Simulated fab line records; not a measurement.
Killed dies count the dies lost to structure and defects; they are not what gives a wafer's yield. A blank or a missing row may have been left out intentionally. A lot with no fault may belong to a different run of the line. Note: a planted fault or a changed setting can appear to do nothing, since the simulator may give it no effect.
fab line records | flow sky130
record lots=7 | wafers=21 | last_day=50
route steps=708 shown VIA3@586 METAL4@598
lots untouched by any fault: they come from a run of this same line in which no faults occurred
start_h: the number of hours between the record's first day and the start of the first shown wafer of the lot | wait_h: time in hours since the lot's previous step | " same as the row above | L1.1+2: a single row standing in for several wafers | - no value, or no start was given | * or withheld: withheld | < > ~ a bound
route shown NAME@n: names a module that has steps shown in the file, with the first one's number in the route | usual: the fault-free wafers' mean and standard deviation | same: alike in all rows | chamber/n: place in a boat | sites: the reading at each site | _std_site: standard deviation across them | _edge_site: mean of outer sites minus mean of inner sites | radius_mm: how far each site lies from the wafer's centre | mask NAME#n: copy n | behind: the last tool/chamber to shape the wafer | hold: why the lot went on hold/how many hours it stayed there/how the hold came to an end | device: the transistor (n, p or np) that didn't switch | end of line: the route-end tests of the same wafers | for a step that has no rows: nothing shown but its recipe | killed: at the first sort, the dies lost to defects and structure; wafer yield is something else | map: the dies of a wafer, with x for killed, . for not killed, _ for no die there
set.NAME: setting as actually run; set.NAME@STEP: the setting as run at that earlier step | model.NAME: the simulator's own value behind a step, which no gauge read
certain route steps with their lots: each step a table, each wafer a row
services: when a tool's chamber went out of use (start_h, in hours from the record's first day, below 0 if earlier), for how many hours, and the reason
## steps
# step SKY_VIA3_OVL_MEAS_13
# usual VIA3_OVL=-3/6.1
lot.wafer | tool       | chamber | start_h | wait_h | VIA3_OVL[nm]
L837.1    | overlay-01 | -       | 973.11  | 0.1    | -13
L837.4    | "          | -       | "       | "      | -14
L837.5    | "          | -       | "       | "      | -6
L838.1    | overlay-01 | -       | 983.68  | 0.1    | -6
L838.2    | "          | -       | "       | "      | 8
L838.6    | "          | -       | "       | "      | -5
L839.3    | overlay-02 | -       | 985.87  | 0.1    | -8
L839.5    | "          | -       | "       | "      | -4
L839.6    | "          | -       | "       | "      | -1
L840.1    | overlay-02 | -       | 990.96  | 0.1    | 10
L840.2    | "          | -       | "       | "      | 0
L840.3    | "          | -       | "       | "      | 7
L849.1    | overlay-01 | -       | 1052.68 | 0.1    | 1
L849.4    | "          | -       | "       | "      | 4
L849.5    | "          | -       | "       | "      | -2
L851.3    | overlay-01 | -       | 1063.04 | 0.1    | -6
L851.5    | "          | -       | "       | "      | 0
L851.6    | "          | -       | "       | "      | 3
L854.2    | overlay-01 | -       | 1079.97 | 0.1    | 2
L854.3    | "          | -       | "       | "      | 5
L854.5    | "          | -       | "       | "      | -7
# step SKY_VIA3_ETCH_14
# recipe chemistry=N2/H2 | target=BARC | ion_energy_ev=200 | source_w=500 | bias_w=100 | pressure_mtorr=30 | n2_flow_sccm=100 | h2_flow_sccm=200 | stop_on=SiO2 | time_s=45.9 | target_depth_a=600
# usual drypump_motor_current_A=5.7/0.41 | oes_product_au=0.854/0.0046 | throttle_valve_pct=13.224/0.0091
lot.wafer | tool        | chamber | start_h | wait_h | drypump_motor_current_A | oes_product_au | rf_hours_counter_h | throttle_valve_pct
L837.1    | rie_diel-02 | 0       | 973.15  | 0.0    | 5.7                     | 0.852          | 4                  | 13.240
L837.4    | "           | 3       | "       | "      | 5.3                     | 0.851          | 15                 | 13.223
L837.5    | "           | 1       | "       | "      | 5.1                     | 0.861          | -                  | 13.232
L838.1    | rie_diel-04 | 0       | 983.71  | 0.0    | 5.3                     | 0.859          | 13                 | 13.227
L838.2    | "           | 1       | "       | "      | 6.3                     | 0.850          | 21                 | 13.217
L838.6    | "           | 3       | "       | "      | 5.9                     | 0.854          | -                  | 13.226
L839.3    | rie_diel-01 | 2       | 985.90  | 0.0    | 6.6                     | 0.860          | 13                 | 13.215
L839.5    | "           | 3       | "       | "      | 5.7                     | 0.846          | -                  | 13.219
L839.6    | "           | 2       | "       | "      | 6.7                     | 0.850          | -                  | 13.226
L840.1    | rie_diel-04 | 2       | 991.00  | 0.0    | 5.6                     | 0.853          | 8                  | 13.230
L840.2    | "           | 1       | "       | "      | 6.4                     | 0.861          | 22                 | 13.236
L840.3    | "           | 0       | "       | "      | 5.3                     | 0.854          | 14                 | 13.218
L849.1    | rie_diel-04 | 0       | 1052.72 | 0.0    | 5.3                     | 0.859          | 15                 | 13.208
L849.4    | "           | 2       | "       | "      | 5.7                     | 0.859          | 9                  | 13.211
L849.5    | "           | 2       | "       | "      | 5.7                     | 0.859          | -                  | 13.237
L851.3    | rie_diel-04 | 0       | 1063.07 | 0.0    | 5.3                     | 0.851          | 16                 | 13.218
L851.5    | "           | 0       | "       | "      | 5.3                     | 0.855          | -                  | 13.236
L851.6    | "           | 3       | "       | "      | 5.9                     | 0.852          | -                  | 13.225
L854.2    | rie_diel-02 | 0       | 1080.00 | 0.0    | 5.6                     | 0.860          | 8                  | 13.225
L854.3    | "           | 3       | "       | "      | 5.3                     | 0.860          | 18                 | 13.213
L854.5    | "           | 3       | "       | "      | 5.3                     | 0.843          | -                  | 13.219
# step SKY_VIA3_ETCH_15
# recipe target=SiO2 | chemistry=C4F8/O2/Ar | target_depth_nm=507 | stop_on=TiN | mask_material=KrF-thick | source_w=1500 | bias_w=1200 | pressure_mtorr=40 | c4f8_flow_sccm=withheld | O2_flow_sccm=6 | Ar_flow_sccm=300 | time_s=78
# step SKY_VIA3_STRIP_16
# recipe chemistry=O2/N2 | power_w=1400 | pressure_mtorr=1500 | platen_temp_c=withheld | o2_flow_sccm=3000 | n2_flow_sccm=300 | overash_fraction=0.5
# usual drypump_motor_current_A=5.6/0.31 | o2_flow_sccm=3000/8.6 | oes_product_au=0.403/0.0047 | strip_time_to_endpoint_s=4.14/0.033
lot.wafer | tool            | chamber | start_h | wait_h | drypump_motor_current_A | o2_flow_sccm | oes_product_au | rf_hours_counter_h | strip_time_to_endpoint_s
L837.1    | plasma_asher-04 | 0       | 973.25  | 0.0    | 5.2                     | 2998         | 0.397          | 52                 | 4.10
L837.4    | "               | 0       | "       | "      | 5.2                     | 3005         | 0.390          | -                  | 4.14
L837.5    | "               | 1       | "       | "      | 5.8                     | 2999         | 0.408          | -                  | 4.17
L838.1    | plasma_asher-03 | 0       | 983.82  | 0.0    | 5.3                     | 2998         | 0.401          | 83                 | 4.15
L838.2    | "               | 1       | "       | "      | 5.6                     | 2991         | 0.409          | 83                 | 4.20
L838.6    | "               | 1       | "       | "      | 5.6                     | 2994         | 0.406          | -                  | 4.18
L839.3    | plasma_asher-04 | 0       | 986.03  | 0.1    | 5.2                     | 3000         | 0.405          | -                  | 4.09
L839.5    | "               | 1       | "       | "      | 5.9                     | 3001         | 0.402          | -                  | 4.10
L839.6    | "               | 0       | "       | "      | 5.2                     | 3007         | 0.398          | -                  | 4.10
L840.1    | plasma_asher-03 | 0       | 991.10  | 0.0    | 5.3                     | 3009         | 0.409          | 84                 | 4.12
L840.2    | "               | 1       | "       | "      | 5.6                     | 3004         | 0.403          | 84                 | 4.19
L840.3    | "               | 1       | "       | "      | 5.6                     | 2994         | 0.400          | -                  | 4.15
L849.1    | plasma_asher-04 | 0       | 1052.82 | 0.0    | 5.2                     | 2995         | 0.400          | 60                 | 4.12
L849.4    | "               | 0       | "       | "      | 5.1                     | 3009         | 0.403          | -                  | 4.16
L849.5    | "               | 0       | "       | "      | 5.1                     | 3008         | 0.402          | -                  | 4.12
L851.3    | plasma_asher-04 | 0       | 1063.20 | 0.1    | 5.2                     | 3008         | 0.398          | -                  | 4.18
L851.5    | "               | 0       | "       | "      | 5.2                     | 3019         | 0.404          | -                  | 4.17
L851.6    | "               | 1       | "       | "      | 5.9                     | 3011         | 0.404          | -                  | 4.17
L854.2    | plasma_asher-04 | 1       | 1080.10 | 0.0    | 5.9                     | 2987         | 0.402          | 63                 | 4.11
L854.3    | "               | 0       | "       | "      | 5.1                     | 2984         | 0.401          | -                  | 4.11
L854.5    | "               | 1       | "       | "      | 5.8                     | 3011         | 0.396          | -                  | 4.12
# step SKY_VIA3_STRIP_17
# recipe chemistry=post_etch_residue_remover | time_s=1200 | temp_c=72.5
# step SKY_VIA3_CLEAN_18
# recipe chemistry=IPA | time_s=180 | temp_c=25
# step SKY_VIA3_CLEAN_19
# recipe chemistry=O3/DIW | dry=n2_spin
# step SKY_VIA3_SPUTTER_20
# recipe material=TiN | target_thk_nm=20 | chamber_pressure_pa=5 | power_w=4000 | time_s=80
# usual cathode_dc_power_W=4000.0/0.77 | chamber_pressure_pa=5.000/0.0099 | throttle_valve_pct=29.9/1.3
lot.wafer | tool           | chamber | start_h | wait_h | cathode_dc_power_W | chamber_pressure_pa | throttle_valve_pct
L837.1    | pvd_sputter-03 | -       | 973.88  | 0.0    | 4001.0             | 5.007               | 29.8
L837.4    | "              | -       | "       | "      | 4000.5             | 4.995               | 27.6
L837.5    | "              | -       | "       | "      | 4000.2             | 5.007               | 29.7
L838.1    | pvd_sputter-01 | -       | 984.41  | 0.0    | 4001.2             | 5.009               | 29.5
L838.2    | "              | -       | "       | "      | 4000.0             | 4.993               | 28.9
L838.6    | "              | -       | "       | "      | 3999.9             | 5.017               | 31.4
L839.3    | pvd_sputter-01 | -       | 986.59  | 0.0    | 4000.0             | 5.009               | 30.7
L839.5    | "              | -       | "       | "      | 3999.7             | 4.992               | 28.8
L839.6    | "              | -       | "       | "      | 3999.4             | 4.989               | 31.3
L840.1    | pvd_sputter-01 | -       | 991.69  | 0.0    | 3998.5             | 5.011               | 31.3
L840.2    | "              | -       | "       | "      | 4000.1             | 4.998               | 29.2
L840.3    | "              | -       | "       | "      | 4001.1             | 4.999               | 29.0
L849.1    | pvd_sputter-03 | -       | 1053.42 | 0.0    | 3999.7             | 5.018               | 31.2
L849.4    | "              | -       | "       | "      | 3999.3             | 5.008               | 28.7
L849.5    | "              | -       | "       | "      | 3999.0             | 5.002               | 29.7
L851.3    | pvd_sputter-03 | -       | 1063.76 | 0.0    | 4000.1             | 5.024               | 31.2
L851.5    | "              | -       | "       | "      | 4000.2             | 5.003               | 30.0
L851.6    | "              | -       | "       | "      | 4000.5             | 4.999               | 28.8
L854.2    | pvd_sputter-02 | -       | 1080.76 | 0.0    | 3999.7             | 4.978               | 28.5
L854.3    | "              | -       | "       | "      | 4000.4             | 5.001               | 29.2
L854.5    | "              | -       | "       | "      | 4000.7             | 5.003               | 31.3
# step SKY_VIA3_CVD_21
# recipe material=W | target_thk_nm=390 | time_s=117.31 | temp_c=400 | pressure_torr=40
# usual heater_power_w=872/96
lot.wafer | tool     | chamber | start_h | wait_h | heater_power_w
L837.1    | cvd_w-01 | 1       | 973.94  | 0.0    | 1017
L837.4    | "        | 0       | "       | "      | 810
L837.5    | "        | 0       | "       | "      | 775
L838.1    | cvd_w-02 | 0       | 984.47  | 0.0    | 795
L838.2    | "        | 1       | "       | "      | 913
L838.6    | "        | 0       | "       | "      | 770
L839.3    | cvd_w-02 | 0       | 986.69  | 0.1    | 773
L839.5    | "        | 0       | "       | "      | 767
L839.6    | "        | 1       | "       | "      | 930
L840.1    | cvd_w-02 | 1       | 991.75  | 0.0    | 941
L840.2    | "        | 0       | "       | "      | 762
L840.3    | "        | 1       | "       | "      | 893
L849.1    | cvd_w-01 | 0       | 1053.48 | 0.0    | 803
L849.4    | "        | 0       | "       | "      | 786
L849.5    | "        | 0       | "       | "      | 772
L851.3    | cvd_w-01 | 0       | 1063.86 | 0.1    | 802
L851.5    | "        | 0       | "       | "      | 792
L851.6    | "        | 1       | "       | "      | 964
L854.2    | cvd_w-01 | 0       | 1080.82 | 0.0    | 791
L854.3    | "        | 1       | "       | "      | 1026
L854.5    | "        | 1       | "       | "      | 1008
# step SKY_VIA3_RS_MEAS_22
# recipe thk_meas_gauge=four-point-probe | reads=W_of_VIA3_CVD_21+TiN_of_VIA3_SPUTTER_20
# usual VIA3_W_RS=0.295/0.0036
lot.wafer | tool          | chamber | start_h | wait_h | VIA3_W_RS[ohm/sq]
L837.1    | film_metro-03 | -       | 974.06  | 0.1    | 0.294
L837.4    | "             | -       | "       | "      | 0.296
L837.5    | "             | -       | "       | "      | 0.295
L838.1    | film_metro-01 | -       | 984.59  | 0.1    | 0.297
L838.2    | "             | -       | "       | "      | 0.297
L838.6    | "             | -       | "       | "      | 0.294
L839.3    | film_metro-04 | -       | 986.81  | 0.1    | 0.293
L839.5    | "             | -       | "       | "      | 0.295
L839.6    | "             | -       | "       | "      | 0.296
L840.1    | film_metro-03 | -       | 991.87  | 0.1    | 0.298
L840.2    | "             | -       | "       | "      | 0.292
L840.3    | "             | -       | "       | "      | 0.291
L849.1    | film_metro-01 | -       | 1053.60 | 0.1    | 0.298
L849.4    | "             | -       | "       | "      | 0.299
L849.5    | "             | -       | "       | "      | 0.296
L851.3    | film_metro-01 | -       | 1063.98 | 0.1    | 0.294
L851.5    | "             | -       | "       | "      | 0.295
L851.6    | "             | -       | "       | "      | 0.293
L854.2    | film_metro-04 | -       | 1080.97 | 0.1    | 0.297
L854.3    | "             | -       | "       | "      | 0.287
L854.5    | "             | -       | "       | "      | 0.294
# step SKY_VIA3_THK_MEAS_23
# recipe thk_meas_gauge=xrf | reads=W_of_VIA3_CVD_21
# usual VIA3_W_THK=395/6.9
lot.wafer | tool          | chamber | start_h | wait_h | VIA3_W_THK[nm]
L837.1    | film_metro-03 | -       | 974.18  | 0.1    | 397
L837.4    | "             | -       | "       | "      | 393
L837.5    | "             | -       | "       | "      | 396
L838.1    | film_metro-01 | -       | 984.71  | 0.1    | 396
L838.2    | "             | -       | "       | "      | 399
L838.6    | "             | -       | "       | "      | 400
L839.3    | film_metro-04 | -       | 986.91  | 0.1    | 399
L839.5    | "             | -       | "       | "      | 397
L839.6    | "             | -       | "       | "      | 395
L840.1    | film_metro-03 | -       | 991.99  | 0.1    | 389
L840.2    | "             | -       | "       | "      | 398
L840.3    | "             | -       | "       | "      | 400
L849.1    | film_metro-01 | -       | 1053.72 | 0.1    | 391
L849.4    | "             | -       | "       | "      | 393
L849.5    | "             | -       | "       | "      | 392
L851.3    | film_metro-01 | -       | 1064.08 | 0.1    | 401
L851.5    | "             | -       | "       | "      | 402
L851.6    | "             | -       | "       | "      | 404
L854.2    | film_metro-04 | -       | 1081.08 | 0.1    | 388
L854.3    | "             | -       | "       | "      | 399
L854.5    | "             | -       | "       | "      | 387
# step SKY_VIA3_CMP_24
# recipe stop_on=SiO2 | t_overpolish_s=20 | down_force_psi=3.5 | platen_rpm=60 | target_thk_nm=0 | pad_velocity_m_s=0.94248
# usual motor_current_A=11.0/1 | overpolish_run_s=20.001/0.0086 | time_to_endpoint_s=94/4.4
lot.wafer | tool   | chamber | start_h | wait_h | motor_current_A | overpolish_run_s | time_to_endpoint_s
L837.1    | cmp-02 | 1       | 974.28  | 0.1    | 11.0            | 20.008           | 94
L837.4    | "      | 0       | "       | "      | 12.4            | 19.999           | 94
L837.5    | "      | 2       | "       | "      | 10.6            | 20.012           | 90
L838.1    | cmp-01 | 0       | 985.04  | 0.3    | 10.6            | 20.008           | 87
L838.2    | "      | 3       | "       | "      | 11.1            | 19.985           | 86
L838.6    | "      | 0       | "       | "      | 10.3            | 20.012           | 89
L839.3    | cmp-01 | 1       | 987.10  | 0.2    | 9.7             | 19.996           | 92
L839.5    | "      | 2       | "       | "      | 13.0            | 20.000           | 94
L839.6    | "      | 3       | "       | "      | 10.7            | 19.987           | 92
L840.3    | cmp-01 | 1       | 992.28  | 0.3    | 10.1            | 20.002           | 97
L840.2    | "      | 2       | "       | "      | 13.5            | 20.002           | 97
L840.1    | "      | 3       | "       | "      | 10.7            | 20.018           | 91
L849.1    | cmp-02 | 1       | 1053.88 | 0.1    | 10.2            | 20.002           | 99
L849.4    | "      | 2       | "       | "      | 10.1            | 19.992           | 98
L849.5    | "      | 3       | "       | "      | 11.1            | 19.994           | 102
L851.3    | cmp-02 | 0       | 1065.39 | 1.3    | 12.4            | 19.994           | 107
L851.5    | "      | 3       | "       | "      | 10.9            | 20.011           | 104
L851.6    | "      | 0       | "       | "      | 11.5            | 19.988           | 104
L854.2    | cmp-01 | 2       | 1081.18 | 0.1    | 12.7            | 20.002           | 94
L854.3    | "      | 0       | "       | "      | 10.9            | 20.003           | 93
L854.5    | "      | 1       | "       | "      | 10.3            | 20.010           | 95
# step SKY_METAL4_SPUTTER_00
# recipe material=Ti | target_thk_nm=15 | power_w=3000 | time_s=10 | chamber_pressure_pa=0.4
# usual cathode_dc_power_W=3000.0/0.57 | chamber_pressure_pa=0.3998/0.00089 | throttle_valve_pct=29.9/1.2
lot.wafer | tool           | chamber | start_h | wait_h | cathode_dc_power_W | chamber_pressure_pa | throttle_valve_pct
L837.1    | pvd_sputter-04 | -       | 974.58  | 0.2    | -                  | -                   | -
L837.4    | "              | -       | "       | "      | -                  | -                   | -
L837.5    | "              | -       | "       | "      | -                  | -                   | -
L838.1    | pvd_sputter-04 | -       | 985.34  | 0.2    | -                  | -                   | -
L838.2    | "              | -       | "       | "      | -                  | -                   | -
L838.6    | "              | -       | "       | "      | -                  | -                   | -
L839.3    | pvd_sputter-04 | -       | 987.25  | 0.1    | -                  | -                   | -
L839.5    | "              | -       | "       | "      | -                  | -                   | -
L839.6    | "              | -       | "       | "      | -                  | -                   | -
L840.1    | pvd_sputter-03 | -       | 992.53  | 0.1    | 3000.0             | 0.3993              | 31.5
L840.2    | "              | -       | "       | "      | 3000.3             | 0.3992              | 29.8
L840.3    | "              | -       | "       | "      | 3000.0             | 0.4000              | 28.9
L849.1    | pvd_sputter-01 | -       | 1054.08 | 0.1    | 2999.6             | 0.4001              | 29.3
L849.4    | "              | -       | "       | "      | 3000.3             | 0.3977              | 28.7
L849.5    | "              | -       | "       | "      | 2999.3             | 0.3993              | 31.2
L851.3    | pvd_sputter-04 | -       | 1065.64 | 0.2    | 3000.5             | 0.4006              | 30.8
L851.5    | "              | -       | "       | "      | 3000.2             | 0.4002              | 30.5
L851.6    | "              | -       | "       | "      | 3000.2             | 0.3992              | 30.5
L854.2    | pvd_sputter-03 | -       | 1081.43 | 0.2    | 3000.4             | 0.4003              | 27.4
L854.3    | "              | -       | "       | "      | 3000.9             | 0.3994              | 28.6
L854.5    | "              | -       | "       | "      | 2999.0             | 0.3994              | 29.7
# step SKY_METAL4_SPUTTER_01
# recipe material=TiN | target_thk_nm=20 | power_w=6500 | time_s=16.7 | chamber_pressure_pa=0.4
## services
tool            | chamber | start_h | hours | kind
rie_diel-01     | 3       | 969.49  | 3.5   | repair
cmp-02          | -       | 973.31  | 0.6   | repair
cmp-02          | -       | 976.40  | 17.1  | pm
rie_diel-01     | 0       | 987.10  | 5.4   | repair
pvd_sputter-03  | -       | 1009.19 | 7.6   | repair
rie_diel-02     | 2       | 1019.74 | 17.0  | repair
rie_diel-04     | 1       | 1039.79 | 4.2   | repair
cmp-01          | -       | 1050.74 | 1.8   | repair
cmp-02          | -       | 1060.83 | 4.2   | pm
cmp-01          | -       | 1063.08 | 0.2   | repair
rie_diel-01     | -       | 1064.05 | 1.8   | repair
rie_diel-01     | 0       | 1074.71 | 10.0  | repair
rie_diel-01     | 2       | 1075.31 | 2.9   | repair
plasma_asher-03 | -       | 1077.42 | 73.7  | repair
rie_diel-04     | -       | 1078.42 | 5.4   | repair
## key
first_sign step=SKY_METAL4_SPUTTER_00 | reading=tool_record | direction=missing
effect none on later readings
met_at SKY_METAL4_SPUTTER_00
struck_wafers L837.1,L837.4,L837.5,L838.1,L838.2,L838.6,L839.3,L839.5,L839.6
later_rows_left_out L837.1,L837.4,L837.5,L838.1,L838.2,L838.6,L839.3,L839.5,L839.6
sort_left_out L837.1,L837.4,L837.5,L838.1,L838.2,L838.6,L839.3,L839.5,L839.6
fault kind=skipped_step_whole | tool=pvd_sputter-04 | chamber=- | onset_h=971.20 | steps=SKY_METAL4_SPUTTER_00 | scope=struck_lots_only
# sort_left_out: the simulated sort isn't trusted on such a fault, so these wafers' sort isn't shown, and their yield isn't known
# later_rows_left_out: the simulator's readings of these wafers behind a module that went badly wrong aren't trusted and aren't shown, but for the sort
